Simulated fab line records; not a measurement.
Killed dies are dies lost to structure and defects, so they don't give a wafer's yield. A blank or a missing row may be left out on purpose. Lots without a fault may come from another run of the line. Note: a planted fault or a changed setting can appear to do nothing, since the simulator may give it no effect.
fab line records ; flow gf180mcu
[record] lots = 15; wafers = 44; last-day = 34
route steps=602 shown M4@460 MIM@508 V5@543 TOP_METAL@583
lots with no fault: from the same line, run without faults
start-h: start of the lot's first displayed wafer, in hours after the record's first day ; wait-h: hours from the lot's prior step to this one ; " same as the row above ; L1.1+2: a row that stands for several wafers ; - no value, or no start given ; * or withheld: withheld ; < > ~ a bound
route shown NAME@n: a module of which the file shows steps, and the number in the route of the first ; usual: mean and standard deviation over wafers with no fault ; same: alike in all rows ; chamber/n: place in a boat ; sites: each site's reading ; _std_site: how widely they spread, as a standard deviation ; _edge_site: inner sites' mean taken away from outer sites' mean ; radius-mm: for every site, how far away it sits from the centre of the wafer ; mask NAME#n: copy n ; behind: the most recent tool/chamber to have shaped the wafer ; hold: what put the lot on hold/how long, in hours/how the hold closed ; device: transistor that didn't switch, given as n, p or np ; end of line: the tests these same wafers got at the end of their route ; step lacking rows: just its recipe ; killed: dies that structure and defects cost at the first sort, which is not the same as the wafer's yield ; map: a wafer's dies, marking killed ones x, the rest . and places with no die _
set.NAME: setting as actually run; set.NAME@STEP: the setting as run at that earlier step ; model.NAME: the simulator's own value behind a step, which no gauge read
route steps across a sampled set of lots; one table per step, one row per wafer
services: when a tool's chamber went out of use (start-h, in hours from the record's first day, below 0 if earlier), for how many hours, and the reason
[[steps]]
[step GF_M4_SPUTTER_04]
[recipe] material = TiN; target-thk-nm = 50; power-w = 6500; time-s = 41.7; chamber-pressure-pa = 0.4
[usual] chamber-pressure-pa = 0.4001/0.00077; throttle-valve-pct = 30.2/0.89
[same] time-s = 41.7
lot.wafer;tool;chamber;start-h;wait-h;chamber-pressure-pa;throttle-valve-pct
L230.2;pvd-sputter-03;-;514.16;0.0;0.3998;30.4
L230.4;pvd-sputter-03;-;514.16;0.0;0.4004;29.6
L230.5;pvd-sputter-03;-;514.16;0.0;0.4007;30.5
L231.1;pvd-sputter-02;-;525.11;0.0;0.4007;29.8
L231.4;pvd-sputter-02;-;525.11;0.0;0.4009;31.7
L231.5;pvd-sputter-02;-;525.11;0.0;0.3991;29.8
L232.2;pvd-sputter-03;-;530.62;0.0;0.4009;30.2
L232.3;pvd-sputter-03;-;530.62;0.0;0.4001;28.3
L232.6;pvd-sputter-03;-;530.62;0.0;0.4008;30.6
L233.3;pvd-sputter-03;-;543.82;0.0;0.4004;30.4
L233.4;pvd-sputter-03;-;543.82;0.0;0.4002;30.0
L233.6;pvd-sputter-03;-;543.82;0.0;0.3984;30.4
L234.2;pvd-sputter-01;-;550.58;0.0;0.3995;31.2
L234.3;pvd-sputter-01;-;550.58;0.0;0.3997;30.3
L234.5;pvd-sputter-01;-;550.58;0.0;0.4001;30.6
L235.1;pvd-sputter-01;-;560.81;0.0;0.3992;30.3
L235.3;pvd-sputter-01;-;560.81;0.0;0.4010;30.1
L235.6;pvd-sputter-01;-;560.81;0.0;0.4005;30.3
L236.1;pvd-sputter-02;-;565.97;0.0;0.4008;29.9
L236.4;pvd-sputter-02;-;565.97;0.0;0.3996;28.7
L236.6;pvd-sputter-02;-;565.97;0.0;0.4007;28.9
L238.2;pvd-sputter-01;-;584.70;0.0;0.3997;31.4
L238.4;pvd-sputter-01;-;584.70;0.0;0.4002;30.2
L238.5;pvd-sputter-01;-;584.70;0.0;0.3996;30.0
L239.1;pvd-sputter-01;-;598.58;0.0;0.4000;31.0
L239.3;pvd-sputter-01;-;598.58;0.0;0.3996;30.1
L239.6;pvd-sputter-01;-;598.58;0.0;0.4007;30.3
L240.2;pvd-sputter-01;-;606.86;0.0;0.3998;30.5
L240.4;pvd-sputter-01;-;606.86;0.0;0.4006;30.6
L240.6;pvd-sputter-01;-;606.86;0.0;0.4006;30.3
L241.2;pvd-sputter-03;-;612.01;0.0;0.3993;29.9
L241.3;pvd-sputter-03;-;612.01;0.0;0.3996;28.4
L242.2;pvd-sputter-01;-;619.37;0.0;0.4008;30.4
L242.4;pvd-sputter-01;-;619.37;0.0;0.3994;30.1
L242.6;pvd-sputter-01;-;619.37;0.0;0.3999;30.0
L243.3;pvd-sputter-02;-;626.27;0.0;0.3995;28.8
L243.4;pvd-sputter-02;-;626.27;0.0;0.3992;31.4
L243.6;pvd-sputter-02;-;626.27;0.0;0.3992;30.6
L252.2;pvd-sputter-02;-;685.21;0.0;0.4014;31.7
L252.5;pvd-sputter-02;-;685.21;0.0;0.4012;28.8
L252.6;pvd-sputter-02;-;685.21;0.0;0.4001;30.4
L253.1;pvd-sputter-02;-;694.66;0.0;0.4008;30.7
L253.2;pvd-sputter-02;-;694.66;0.0;0.4005;29.5
L253.5;pvd-sputter-02;-;694.66;0.0;0.3999;30.5
[step GF_MIM_CVD_05]
[recipe] material = Si3N4; target-thk-nm = 42; temp-max-c = 400; temp-c = 385; time-s = 29.086; rf-w = 450
[usual] heater-power-w = 622/110
[same] time-s = 29.086
lot.wafer;tool;chamber;start-h;wait-h;heater-power-w
L230.2;pecvd-01;0;563.11;0.0;592
L230.4;pecvd-01;2;563.11;0.0;541
L230.5;pecvd-01;0;563.11;0.0;593
L231.1;pecvd-01;0;573.34;0.0;598
L231.4;pecvd-01;0;573.34;0.0;595
L231.5;pecvd-01;2;573.34;0.0;565
L232.2;pecvd-02;0;578.79;0.0;618
L232.3;pecvd-02;1;578.79;0.0;690
L232.6;pecvd-02;0;578.79;0.0;606
L233.3;pecvd-01;1;590.79;0.0;551
L233.4;pecvd-01;2;590.79;0.0;506
L233.6;pecvd-01;1;590.79;0.0;537
L234.2;pecvd-02;0;597.85;0.0;701
L234.3;pecvd-02;1;597.85;0.0;609
L234.5;pecvd-02;1;597.85;0.0;591
L235.1;pecvd-03;0;607.25;0.0;641
L235.3;pecvd-03;2;607.25;0.0;693
L235.6;pecvd-03;2;607.25;0.0;705
L236.1;pecvd-02;1;612.40;0.0;648
L236.4;pecvd-02;2;612.40;0.0;737
L236.6;pecvd-02;1;612.40;0.0;633
L238.2;pecvd-01;2;629.72;0.0;587
L238.4;pecvd-01;1;629.72;0.0;641
L238.5;pecvd-01;2;629.72;0.0;591
L239.1;pecvd-03;2;643.71;0.0;687
L239.3;pecvd-03;1;643.71;0.0;386
L239.6;pecvd-03;1;643.71;0.0;367
L240.2;pecvd-01;1;650.49;0.0;619
L240.4;pecvd-01;2;650.49;0.0;613
L240.6;pecvd-01;0;650.49;0.0;594
L241.2;pecvd-03;2;655.43;0.0;636
L241.3;pecvd-03;1;655.43;0.0;391
L242.2;pecvd-02;2;661.80;0.0;776
L242.4;pecvd-02;2;661.80;0.0;764
L242.6;pecvd-02;1;661.80;0.0;631
L243.3;pecvd-03;2;669.15;0.0;667
L243.4;pecvd-03;1;669.15;0.0;394
L243.6;pecvd-03;2;669.15;0.0;649
L252.2;pecvd-01;0;725.08;0.0;570
L252.5;pecvd-01;1;725.08;0.0;601
L252.6;pecvd-01;2;725.08;0.0;601
L253.1;pecvd-02;0;733.99;0.0;657
L253.2;pecvd-02;1;733.99;0.0;700
L253.5;pecvd-02;2;733.99;0.0;760
[step GF_V5_THK_MEAS_03]
[recipe] reads = SiO2_of_V5_CVD_02
[usual] V5_CVD_02_THK = 1451/18
lot.wafer;tool;chamber;start-h;wait-h;V5_CVD_02_THK[nm]
L230.2;film-metro-03;-;607.99;0.1;1463
L230.4;film-metro-03;-;607.99;0.1;1453
L230.5;film-metro-03;-;607.99;0.1;1477
L231.1;film-metro-04;-;617.18;0.1;1434
L231.4;film-metro-04;-;617.18;0.1;1445
L231.5;film-metro-04;-;617.18;0.1;1445
L232.2;film-metro-04;-;622.73;0.1;1429
L232.3;film-metro-04;-;622.73;0.1;1453
L232.6;film-metro-04;-;622.73;0.1;1453
L233.3;film-metro-03;-;635.21;0.1;1427
L233.4;film-metro-03;-;635.21;0.1;1454
L233.6;film-metro-03;-;635.21;0.1;1459
L234.2;film-metro-02;-;640.18;0.1;1444
L234.3;film-metro-02;-;640.18;0.1;1455
L234.5;film-metro-02;-;640.18;0.1;1481
L235.1;film-metro-04;-;649.16;0.1;1423
L235.3;film-metro-04;-;649.16;0.1;1425
L235.6;film-metro-04;-;649.16;0.1;1443
L236.1;film-metro-03;-;653.78;0.1;1429
L236.4;film-metro-03;-;653.78;0.1;1451
L236.6;film-metro-03;-;653.78;0.1;1436
L238.2;film-metro-04;-;670.40;0.1;1450
L238.4;film-metro-04;-;670.40;0.1;1478
L238.5;film-metro-04;-;670.40;0.1;1480
L239.1;film-metro-02;-;684.15;0.1;1435
L239.3;film-metro-02;-;684.15;0.1;1437
L239.6;film-metro-02;-;684.15;0.1;1456
L240.2;film-metro-03;-;690.21;0.1;1429
L240.4;film-metro-03;-;690.21;0.1;1454
L240.6;film-metro-03;-;690.21;0.1;1436
L241.2;film-metro-04;-;694.84;0.1;1419
L241.3;film-metro-04;-;694.84;0.1;1469
L242.2;film-metro-04;-;701.02;0.1;1459
L242.4;film-metro-04;-;701.02;0.1;1464
L242.6;film-metro-04;-;701.02;0.1;1463
L243.3;film-metro-02;-;708.14;0.1;1437
L243.4;film-metro-02;-;708.14;0.1;1434
L243.6;film-metro-02;-;708.14;0.1;1446
L252.2;film-metro-03;-;760.32;0.1;1447
L252.5;film-metro-03;-;760.32;0.1;1463
L252.6;film-metro-03;-;760.32;0.1;1469
L253.1;film-metro-02;-;768.86;0.1;1452
L253.2;film-metro-02;-;768.86;0.1;1447
L253.5;film-metro-02;-;768.86;0.1;1490
[step GF_TOP_METAL_METAL_ETCH_16]
[recipe] chemistry = Cl2/BCl3; mask-material = NOVOLAK; target-depth-nm = 1197; stop-on = SiO2; pressure-mtorr = 8; icp-w = 800; bias-w = 140; Cl2_flow_sccm = 80; bcl3-flow-sccm = 40; time-s = 199.5
[usual] bias-w = 140.0/0.42; drypump-motor-current-A = 5.8/0.53; oes-product-au = 0.992/0.0059; throttle-valve-pct = 28.226/0.0097
[same] time-s = 199.5
lot.wafer;tool;chamber;start-h;wait-h;bias-w;drypump-motor-current-A;oes-product-au;rf-hours-counter-h;throttle-valve-pct
L230.2;rie-metal-04;1;650.17;0.0;140.1;5.0;0.991;5;28.230
L230.4;rie-metal-04;0;650.17;0.0;138.6;6.3;0.999;-;28.235
L230.5;rie-metal-04;0;650.17;0.0;139.5;6.3;0.993;-;28.225
L231.1;rie-metal-04;1;658.98;0.0;140.0;5.0;0.988;6;28.228
L231.4;rie-metal-04;0;658.98;0.0;140.0;6.3;0.994;-;28.234
L231.5;rie-metal-04;0;658.98;0.0;140.8;6.3;0.990;-;28.227
L232.2;rie-metal-04;0;666.17;0.0;140.5;6.3;0.995;1;28.223
L232.3;rie-metal-04;0;666.17;0.0;140.4;6.3;0.985;-;28.232
L232.6;rie-metal-04;1;666.17;0.0;139.5;5.0;0.981;-;28.249
L233.3;rie-metal-01;0;676.99;0.1;140.3;5.6;0.995;-;28.223
L233.4;rie-metal-01;1;676.99;0.1;139.6;5.7;0.979;-;28.231
L233.6;rie-metal-01;1;676.99;0.1;139.9;5.7;0.967;-;28.227
L234.2;rie-metal-04;1;681.08;0.0;140.7;5.0;0.992;7;28.227
L234.3;rie-metal-04;1;681.08;0.0;140.2;5.0;0.983;-;28.221
L234.5;rie-metal-04;1;681.08;0.0;139.6;5.0;0.991;-;28.241
L235.1;rie-metal-04;1;688.77;0.0;139.9;5.0;0.983;7;28.231
L235.3;rie-metal-04;1;688.77;0.0;139.7;5.0;0.982;-;28.223
L235.6;rie-metal-04;0;688.77;0.0;140.1;6.2;0.987;-;28.246
L236.1;rie-metal-04;1;693.18;0.0;140.0;5.0;0.987;8;28.231
L236.4;rie-metal-04;0;693.18;0.0;140.3;6.3;0.999;-;28.211
L236.6;rie-metal-04;0;693.18;0.0;140.9;6.3;0.991;-;28.223
L238.2;rie-metal-04;0;709.82;0.0;139.2;6.2;0.998;4;28.242
L238.4;rie-metal-04;0;709.82;0.0;139.8;6.3;0.997;-;28.240
L238.5;rie-metal-04;1;709.82;0.0;139.8;5.0;0.990;-;28.221
L239.1;rie-metal-03;0;722.42;0.0;139.8;5.7;0.991;9;28.215
L239.3;rie-metal-03;0;722.42;0.0;140.2;5.7;0.992;-;28.226
L239.6;rie-metal-03;0;722.42;0.0;139.9;5.7;0.996;-;28.231
L240.2;rie-metal-03;0;728.97;0.0;139.7;5.7;0.998;10;28.219
L240.4;rie-metal-03;0;728.97;0.0;140.1;5.7;0.984;-;28.225
L240.6;rie-metal-03;0;728.97;0.0;139.8;5.7;0.992;-;28.228
L241.2;rie-metal-03;1;733.62;0.0;139.4;6.4;0.891;4;28.336
L241.3;rie-metal-03;1;733.62;0.0;139.3;6.4;0.882;-;28.344
L242.2;rie-metal-03;0;739.23;0.0;140.5;5.7;0.884;10;28.347
L242.4;rie-metal-03;1;739.23;0.0;139.5;6.3;0.999;-;28.221
L242.6;rie-metal-03;1;739.23;0.0;139.6;6.3;0.993;-;28.223
L243.3;rie-metal-03;1;744.99;0.1;139.8;6.3;0.891;-;28.335
L243.4;rie-metal-03;0;744.99;0.1;139.3;5.7;0.989;-;28.214
L243.6;rie-metal-03;0;744.99;0.1;139.4;5.7;0.986;-;28.212
L252.2;rie-metal-04;1;793.86;0.0;140.8;5.0;0.990;13;28.227
L252.5;rie-metal-04;1;793.86;0.0;140.5;5.0;0.992;-;28.225
L252.6;rie-metal-04;0;793.86;0.0;140.1;6.3;0.981;-;28.210
L253.1;rie-metal-01;0;802.08;0.0;140.1;5.7;0.998;0;28.208
L253.2;rie-metal-01;1;802.08;0.0;140.3;5.8;0.985;12;28.247
L253.5;rie-metal-01;1;802.08;0.0;140.0;5.7;0.990;-;28.262
[step GF_TOP_METAL_STRIP_17]
[recipe] chemistry = O2/N2; power-w = 1400; pressure-mtorr = 1500; platen-temp-c = 250; o2-flow-sccm = 3000; n2-flow-sccm = 300; overash-fraction = 0.5
[usual] drypump-motor-current-A = 6.0/0.41; heater-power-w = 330/40; oes-product-au = 0.710/0.0046; platen-temp-c = 250.00/0.17; strip-time-to-endpoint-s = 12.88/0.089
lot.wafer;tool;chamber;start-h;wait-h;drypump-motor-current-A;heater-power-w;oes-product-au;platen-temp-c;rf-hours-counter-h;strip-time-to-endpoint-s
L230.2;plasma-asher-01;1;650.36;0.1;6.2;420;0.709;250.15;60;12.95
L230.4;plasma-asher-01;0;650.36;0.1;6.8;332;0.710;249.97;-;12.89
L230.5;plasma-asher-01;1;650.36;0.1;6.2;408;0.700;250.01;-;12.86
L231.1;plasma-asher-01;1;659.17;0.1;6.1;395;0.714;249.96;61;12.97
L231.4;plasma-asher-01;0;659.17;0.1;6.7;333;0.711;250.02;-;12.87
L231.5;plasma-asher-01;0;659.17;0.1;6.7;328;0.707;250.33;-;12.85
L232.2;plasma-asher-04;1;666.36;0.1;5.4;339;0.698;250.01;91;12.81
L232.3;plasma-asher-04;1;666.36;0.1;5.4;336;0.713;250.31;-;12.92
L232.6;plasma-asher-04;0;666.36;0.1;5.9;285;0.709;249.98;-;12.94
L233.3;plasma-asher-04;0;677.15;0.1;5.9;280;0.704;249.98;-;12.78
L233.4;plasma-asher-04;1;677.15;0.1;5.4;327;0.707;249.87;-;13.08
L233.6;plasma-asher-04;0;677.15;0.1;5.9;278;0.711;250.03;-;13.06
L234.2;plasma-asher-03;1;681.27;0.1;6.0;281;0.704;250.12;97;12.81
L234.3;plasma-asher-03;1;681.27;0.1;6.0;281;0.709;250.15;-;12.84
L234.5;plasma-asher-03;0;681.27;0.1;6.1;349;0.704;249.89;-;12.90
L235.1;plasma-asher-04;0;688.96;0.1;5.8;283;0.710;249.76;93;12.94
L235.3;plasma-asher-04;0;688.96;0.1;5.8;281;0.714;249.85;-;12.94
L235.6;plasma-asher-04;0;688.96;0.1;5.9;285;0.713;250.04;-;12.89
L236.1;plasma-asher-03;0;693.37;0.1;6.1;331;0.709;250.16;98;12.95
L236.4;plasma-asher-03;0;693.37;0.1;6.1;336;0.709;250.11;-;12.96
L236.6;plasma-asher-03;1;693.37;0.1;6.0;285;0.705;249.84;-;12.86
L238.2;plasma-asher-04;1;710.01;0.1;5.4;344;0.715;249.89;95;12.77
L238.4;plasma-asher-04;0;710.01;0.1;5.9;285;0.711;250.00;-;12.75
L238.5;plasma-asher-04;0;710.01;0.1;5.9;290;0.709;250.00;-;12.77
L239.1;plasma-asher-04;0;722.61;0.1;5.8;287;0.719;250.20;97;12.78
L239.3;plasma-asher-04;0;722.61;0.1;5.8;278;0.714;250.06;-;12.80
L239.6;plasma-asher-04;1;722.61;0.1;5.4;338;0.709;249.77;-;12.86
L240.2;plasma-asher-01;0;729.16;0.1;6.8;327;0.705;250.13;69;12.95
L240.4;plasma-asher-01;1;729.16;0.1;6.2;418;0.710;250.29;-;12.95
L240.6;plasma-asher-01;1;729.16;0.1;6.1;406;0.714;250.30;-;12.94
L241.2;plasma-asher-01;1;733.81;0.1;6.2;402;0.713;250.07;69;13.95
L241.3;plasma-asher-01;0;733.81;0.1;6.7;332;0.710;250.11;-;13.88
L242.2;plasma-asher-01;0;739.42;0.1;6.7;334;0.713;250.04;70;13.83
L242.4;plasma-asher-01;1;739.42;0.1;6.2;407;0.710;250.02;-;12.78
L242.6;plasma-asher-01;0;739.42;0.1;6.8;335;0.708;250.23;-;12.74
L243.3;plasma-asher-04;1;745.15;0.1;5.4;339;0.709;249.94;-;13.91
L243.4;plasma-asher-04;0;745.15;0.1;5.8;286;0.713;250.04;-;12.96
L243.6;plasma-asher-04;1;745.15;0.1;5.4;337;0.711;249.84;-;12.86
L252.2;plasma-asher-03;0;794.05;0.1;6.1;352;0.703;250.01;6;12.84
L252.5;plasma-asher-03;0;794.05;0.1;6.1;353;0.706;249.85;-;12.85
L252.6;plasma-asher-03;1;794.05;0.1;6.0;294;0.708;249.64;-;12.87
L253.1;plasma-asher-03;0;802.27;0.1;6.1;349;0.714;250.12;6;12.86
L253.2;plasma-asher-03;1;802.27;0.1;6.0;298;0.708;250.35;6;13.14
L253.5;plasma-asher-03;1;802.27;0.1;6.1;293;0.706;249.90;-;13.10
[[services]]
tool;chamber;start-h;hours;kind
rie-metal-03;0;495.72;11.5;repair
plasma-asher-03;-;506.09;1.3;repair
pvd-sputter-02;-;510.18;2.1;repair
plasma-asher-04;-;511.22;4.3;pm
pecvd-02;-;541.46;2.6;repair
pvd-sputter-03;-;544.52;1.6;repair
pecvd-03;-;591.12;14.0;pm
rie-metal-03;1;596.14;56.6;repair
rie-metal-03;-;624.55;0.3;repair
rie-metal-04;0;640.16;2.5;repair
pvd-sputter-01;-;652.92;4.3;repair
pvd-sputter-02;-;663.93;3.9;repair
pecvd-03;0;670.96;5.8;repair
rie-metal-03;-;672.32;24.2;repair
pecvd-02;-;674.59;1.3;repair
plasma-asher-04;-;685.09;1.7;repair
pecvd-03;-;714.24;2.0;repair
plasma-asher-03;-;733.75;9.0;pm
rie-metal-03;-;754.13;0.2;repair
pecvd-01;-;768.71;0.2;repair
plasma-asher-04;-;776.22;14.6;pm
plasma-asher-01;-;777.62;1.7;repair
rie-metal-04;-;778.57;0.6;repair
pecvd-01;-;799.38;14.0;pm
[[key]]
[first-sign] step = GF_TOP_METAL_METAL_ETCH_16; reading = oes-product-au; direction = down; sigmas = 18; usual = 0.992; struck = 0.887
[effect] step = GF_TOP_METAL_METAL_ETCH_16; reading = throttle-valve-pct; direction = up; sigmas = 12; usual = 28.226; struck = 28.340
[effect] step = GF_TOP_METAL_STRIP_17; reading = strip-time-to-endpoint-s; direction = up; sigmas = 11; usual = *; struck = *
met-at GF_TOP_METAL_METAL_ETCH_16
struck-lots L241,L242,L243
struck-wafers L241.2,L241.3,L242.2,L243.3
later-rows-left-out L241.2,L241.3,L242.2
sort-left-out L241.2,L241.3,L242.2,L243.3
not-acting-at GF_M4_SPUTTER_04,GF_MIM_CVD_05,GF_V5_THK_MEAS_03
onset-between 728.97 733.62
[fault] kind = process-parameter-drift; tool = rie-metal-03; chamber = -; onset-h = 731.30; steps = GF_TOP_METAL_METAL_ETCH_16; channel = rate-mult; offset = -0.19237; shape = step; end-h = 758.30; scope = struck-wafers-only
// sort-left-out: the simulated sort isn't trusted on such a fault, so these wafers' sort isn't shown, and their yield isn't known
// later-rows-left-out: the simulator's readings of these wafers behind a module that went badly wrong aren't trusted and aren't shown, but for the sort
